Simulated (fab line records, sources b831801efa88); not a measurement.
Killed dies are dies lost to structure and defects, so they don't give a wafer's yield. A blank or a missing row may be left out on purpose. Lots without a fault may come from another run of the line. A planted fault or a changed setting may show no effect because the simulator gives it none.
Which tool did it? | flow gf180mcu | 13 lots, 39 wafers sampled, at 6 steps of a route of 602

WHAT THE GAUGES READ, wafer by wafer
GF_NWELL_OVL_MEAS_07. Usual: NWELL_OVL -0.4 nm, standard deviation 1.4.
lot  | measured    | on         | NWELL_OVL (nm) | flag
L174 | day 3 06:53 | overlay-02 | 2.6 -0.3 0.4   |
L175 | day 3 12:32 | overlay-02 | -1.0 -1.2 1.5  |
L176 | day 3 17:15 | overlay-02 | 0.7 0.7 2.0    |
L178 | day 4 10:19 | overlay-01 | -1.5 -2.3 0.0  |
L179 | day 4 15:04 | overlay-02 | 0.6 -2.2 -1.0  |
L181 | day 4 23:23 | overlay-01 | 0.6 -2.3 0.8   |
L184 | day 5 15:44 | overlay-01 | 0.9 0.8 1.3    |
L185 | day 5 22:01 | overlay-02 | -1.9 -0.1 -1.8 |
L186 | day 6 03:29 | overlay-02 | -1.6 -1.7 -2.1 |
L187 | day 6 07:53 | overlay-01 | 1.2 0.7 0.5    |
L188 | day 6 11:14 | overlay-01 | - - -          | OFF
L189 | day 6 16:59 | overlay-01 | -1.5 -1.1 -2.4 |
L197 | day 8 14:51 | overlay-02 | -0.9 -1.8 -0.3 |

GF_NWELL_TW_MEAS_11. Usual: NWELL_TW 1570, standard deviation 9.3.
lot  | measured    | on            | NWELL_TW       | flag
L174 | day 3 07:19 | film_metro-02 | 1567 1576 1573 |
L175 | day 3 12:58 | film_metro-01 | 1565 1556 1569 |
L176 | day 3 17:41 | film_metro-01 | 1557 1564 1567 |
L178 | day 4 10:46 | film_metro-02 | 1575 1571 1569 |
L179 | day 4 15:30 | film_metro-01 | 1566 1565 1571 |
L181 | day 4 23:50 | film_metro-01 | 1568 1565 1578 |
L184 | day 5 16:11 | film_metro-02 | 1580 1580 1576 |
L185 | day 5 22:28 | film_metro-02 | 1572 1570 1577 |
L186 | day 6 03:55 | film_metro-02 | 1573 1578 1575 |
L187 | day 6 08:20 | film_metro-02 | 1582 1582 1590 |
L188 | day 6 11:41 | film_metro-02 | 30 30 30       | OFF
L189 | day 6 17:25 | film_metro-01 | 1555 1570 1556 |
L197 | day 8 15:17 | film_metro-02 | 1573 1573 1578 |

GF_LVPWELL_TW_MEAS_11. Usual: LVPWELL_TW 557, standard deviation 4.6.
lot  | measured    | on            | LVPWELL_TW     | flag
L174 | day 3 20:25 | film_metro-02 | 562 561 562    |
L175 | day 4 02:40 | film_metro-04 | 547 550 550    |
L176 | day 4 06:58 | film_metro-02 | 563 562 563    |
L178 | day 5 01:04 | film_metro-04 | 554 552 553    |
L179 | day 5 05:52 | film_metro-04 | 551 551 552    |
L181 | day 5 14:23 | film_metro-02 | 561 564 558    |
L184 | day 6 07:22 | film_metro-04 | 555 553 550    |
L185 | day 6 13:38 | film_metro-02 | 560 565 563    |
L186 | day 6 19:02 | film_metro-01 | 554 557 559    |
L187 | day 7 00:02 | film_metro-04 | 551 553 554    |
L188 | day 7 03:10 | film_metro-01 | 1583 1594 1598 | OFF
L189 | day 7 11:05 | film_metro-02 | 558 560 559    |
L197 | day 9 07:57 | film_metro-01 | 560 554 563    |

GF_SALICIDE_THK_MEAS_05: measures by xrf. Usual: SALICIDE_TIN_THK 20.11 nm, standard deviation 0.25.
lot  | measured     | on            | SALICIDE_TIN_THK (nm) | flag
L174 | day 15 02:14 | film_metro-03 | 20.30 20.04 20.27     |
L175 | day 15 10:21 | film_metro-02 | 20.17 20.22 19.63     |
L176 | day 15 16:04 | film_metro-02 | 19.54 19.72 19.82     |
L178 | day 16 22:04 | film_metro-02 | 19.88 20.07 20.23     |
L179 | day 17 04:16 | film_metro-03 | 20.57 20.06 20.64     |
L181 | day 17 17:25 | film_metro-02 | 19.75 19.89 19.96     |
L184 | day 19 05:49 | film_metro-03 | 20.21 20.26 20.23     |
L185 | day 19 12:25 | film_metro-03 | 20.13 20.24 19.90     |
L186 | day 19 20:00 | film_metro-02 | 20.32 19.98 19.99     |
L187 | day 20 02:28 | film_metro-02 | 20.10 19.97 19.95     |
L188 | day 20 03:03 | film_metro-03 | 20.19 20.20 20.24     |
L189 | day 20 18:56 | film_metro-02 | 20.72 20.42 20.75     |
L197 | day 23 08:17 | film_metro-01 | 20.43 19.97 20.05     |

WHICH TOOL RAN EACH LOT (tool, then ch and the chambers of the sampled wafers, then the start)
lot  | GF_NWELL_EXPOSE_04                 | GF_MVPSD_STRIP_10
L174 | iline_stepper-02 ch 0, day 3 00:37 | plasma_asher-03 ch 0,1, day 5 00:40
L175 | iline_stepper-02 ch 0, day 3 06:37 | plasma_asher-03 ch 0,1, day 5 07:31
L176 | iline_stepper-02 ch 0, day 3 11:20 | plasma_asher-04 ch 0,1, day 5 11:40
L178 | iline_stepper-01 ch 0, day 4 03:19 | plasma_asher-04 ch 0,1, day 6 06:57
L179 | iline_stepper-01 ch 0, day 4 08:43 | plasma_asher-04 ch 0,1, day 6 11:49
L181 | iline_stepper-02 ch 0, day 4 16:14 | plasma_asher-04 ch 0,1, day 6 20:31
L184 | iline_stepper-01 ch 0, day 5 08:23 | plasma_asher-04 ch 0,1, day 7 14:48
L185 | iline_stepper-01 ch 0, day 5 15:13 | plasma_asher-04 ch 0,1, day 7 21:00
L186 | iline_stepper-02 ch 0, day 5 20:19 | plasma_asher-03 ch 0,1, day 8 01:52
L187 | iline_stepper-01 ch 0, day 6 00:25 | plasma_asher-02 ch 0,1, day 8 08:45
L188 | iline_stepper-02 ch 0, day 6 03:58 | plasma_asher-04 ch 0,1, day 8 11:05
L189 | iline_stepper-01 ch 0, day 6 09:37 | plasma_asher-02 ch 0,1, day 8 19:48
L197 | iline_stepper-02 ch 0, day 8 07:12 | plasma_asher-04 ch 0,1, day 10 19:46
- GF_NWELL_EXPOSE_04: exposes mask Nwell, target cd 860 nm.
- GF_MVPSD_STRIP_10: strips in O2/N2.

WHAT THE TOOLS THEMSELVES READ (means of the sampled wafers that have a number; where no wafer has one, the mark that the record gives instead)
GF_MVPSD_STRIP_10. Usual: drypump_motor_current_A 5.8 A, standard deviation 0.47; heater_power_w 360 W, standard deviation 22; oes_product_au 0.723 a.u., standard deviation 0.0052; strip_time_to_endpoint_s 36.91 s, standard deviation 0.11.
lot  | tool            | drypump_motor_current_A (A) | heater_power_w (W) | oes_product_au (a.u.) | strip_time_to_endpoint_s (s) | flag
L174 | plasma_asher-03 | 5.6                         | 363                | 0.724                 | 36.93                        |
L175 | plasma_asher-03 | 5.5                         | 366                | 0.721                 | 36.95                        |
L176 | plasma_asher-04 | 5.8                         | 370                | 0.720                 | 36.76                        |
L178 | plasma_asher-04 | 6.1                         | 374                | 0.722                 | 37.09                        |
L179 | plasma_asher-04 | 6.2                         | 373                | 0.722                 | 37.09                        |
L181 | plasma_asher-04 | 6.2                         | 375                | 0.724                 | 37.03                        |
L184 | plasma_asher-04 | 5.8                         | 362                | 0.720                 | 36.88                        |
L185 | plasma_asher-04 | 5.8                         | 367                | 0.724                 | 37.04                        |
L186 | plasma_asher-03 | 5.6                         | 320                | 0.720                 | 36.86                        |
L187 | plasma_asher-02 | 5.3                         | 366                | 0.724                 | 36.79                        |
L188 | plasma_asher-04 | 5.8                         | 363                | 0.717                 | 36.94                        |
L189 | plasma_asher-02 | 5.4                         | 357                | 0.723                 | 36.95                        |
L197 | plasma_asher-04 | 6.2                         | 373                | 0.722                 | 36.91                        |

THE ANSWER, worked out from the rows above alone
Rule: a lot is off if the mean of its wafers that have a number lies more than 3 standard deviations from the usual mean. A lot without any number at a reading at which 4 lots or more have one is off too. The other lots that the step has rows for count as sound. The gauges are gone through in route order, then the tools' own readings, and for those a lot's mean is taken as printed above. The first step at which some lot is off is used, and at that step the reading that is off furthest; a lot without a number counts as furthest.
Off: L188, at GF_NWELL_OVL_MEAS_07 (NWELL_OVL). Without a number there: L188.
A tool fits if, at a process step before that reading, it ran every lot that is off, and no sound lot after the first of them. The gauges at GF_NWELL_OVL_MEAS_07 aren't tried: what is off there is off at GF_NWELL_TW_MEAS_11 too, on other tools, and a gauge's error can't cause that. None of those tried fits.

WHAT THE SIMULATOR HAD PUT IN
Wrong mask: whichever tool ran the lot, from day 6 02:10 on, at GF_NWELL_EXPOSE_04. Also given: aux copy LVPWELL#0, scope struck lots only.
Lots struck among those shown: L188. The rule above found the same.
